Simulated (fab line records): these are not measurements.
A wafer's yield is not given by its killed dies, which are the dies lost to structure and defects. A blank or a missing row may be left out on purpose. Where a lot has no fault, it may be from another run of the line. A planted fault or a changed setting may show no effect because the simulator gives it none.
A lot that was struck, set against a sound lot + flow sky130 + 35 out of 708 route steps
Sound: wafers L588.3, L588.5, L588.6. Struck: wafer L601.4 (left out: L601.1, L601.6 of the same lot, which were not struck); the cause appears at the end.
Each step with rows lists, per side, the tool, then ch with its chambers, then its first start. Under that, the readings that differ: sound wafers + struck wafers + difference of the means + sigmas: that difference in standard deviations of wafers without a fault.
alike: words and numbers the same on both sides, and readings whose means are apart by under 2 such deviations; not compared: readings that were withheld, readings missing a value for some wafer, numbers with overlapping values and no deviation given by the record, and bounds like >300 which may hide the same value.
Wherever a step has rows on one side only, a row that says differs or no value, or a row with sigmas, the two part there. Non-overlapping numbers with no deviation appear without sigmas and do not part them. Lack of a reading on every wafer of one side parts them only where that side has two or more wafers.

first, 10 steps without rows for these wafers: SKY_VIA3_SOFTBAKE_08 (time 90 s); SKY_VIA3_EXPOSE_09 (exposes mask VIM3, target cd 200 nm); SKY_VIA3_PEB_10; SKY_VIA3_DEVELOP_11 (develop time 60 s); SKY_VIA3_ETCH_14 (etches BARC in N2/H2, stops on SiO2, time 45.9 s, target depth 60 nm); SKY_VIA3_ETCH_15 (etches SiO2 in C4F8/O2/Ar, stops on TiN, target depth 507 nm, time 78 s); SKY_VIA3_STRIP_16 (strips in O2/N2); SKY_VIA3_STRIP_17 (strips in post etch residue remover, time 1200 s); SKY_VIA3_CLEAN_18 (cleans in IPA, time 180 s); SKY_VIA3_CLEAN_19 (cleans in O3/DIW).
SKY_VIA3_SPUTTER_20: material TiN, target thk 20 nm, time 80 s.
  sound: pvdSputter-01 at day 41 02:56; struck: pvdSputter-01 at day 44 05:00
  alike: chamberPressurePa, throttleValvePct
then, 23 steps without rows for these wafers: SKY_VIA3_CVD_21 (deposits W, target thk 390 nm, time 117.31 s); SKY_VIA3_CMP_24 (polishes, stops on SiO2, t overpolish 20 s, target thk 0 nm); SKY_METAL4_SPUTTER_00 (material Ti, target thk 15 nm, time 10 s); SKY_METAL4_SPUTTER_01 (material TiN, target thk 20 nm, time 16.7 s); SKY_METAL4_SPUTTER_02 (material AlCu, target thk 735 nm, time 39.1 s); SKY_METAL4_SPUTTER_03 (material Ti, target thk 5 nm, time 3.3 s); SKY_METAL4_SPUTTER_04 (material TiN, target thk 70 nm, time 58.3 s); SKY_CAP2M_CVD_00 (deposits SiO2, target thk 15.5 nm); SKY_CAP2M_SPUTTER_02 (material TiN, target thk 200 nm, time 166.7 s); SKY_CAP2M_DEHYDRATE_05 (time 60 s); SKY_CAP2M_HMDS_06 (prime time 60 s); SKY_CAP2M_COAT_07 (resist thk 1140 nm); SKY_CAP2M_SOFTBAKE_08 (time 60 s); SKY_CAP2M_EXPOSE_09 (exposes mask CAP2M, target cd 1000 nm); SKY_CAP2M_PEB_10; SKY_CAP2M_DEVELOP_11 (develop time 60 s); SKY_CAP2M_METAL_ETCH_13 (etches TiN in Cl2/BCl3, stops on SiO2, target depth 220 nm, time 62.9 s); SKY_CAP2M_STRIP_14 (strips in O2/N2); SKY_CAP2M_STRIP_15 (strips in post etch residue remover, time 1200 s); SKY_CAP2M_CLEAN_16 (cleans in IPA, time 180 s); SKY_CAP2M_CLEAN_17 (cleans in O3/DIW); SKY_METAL4_DEHYDRATE_05 (time 60 s); SKY_METAL4_HMDS_06 (prime time 60 s).
-- the record jumps here: 5 days lie between the struck wafers' starts before and after (it left off in module METAL4 and takes up again in module PAD_OPEN, whose first step shown is number 708 of the route) --
SKY_PAD_OPEN_PROBE_99:
  record: rows for the struck wafers here (prober-02, day 49 15:46), none for the sound ones

== WHERE THEY PART ==
Only at SKY_PAD_OPEN_PROBE_99, within this record.

WHY: what had been put in by the simulator
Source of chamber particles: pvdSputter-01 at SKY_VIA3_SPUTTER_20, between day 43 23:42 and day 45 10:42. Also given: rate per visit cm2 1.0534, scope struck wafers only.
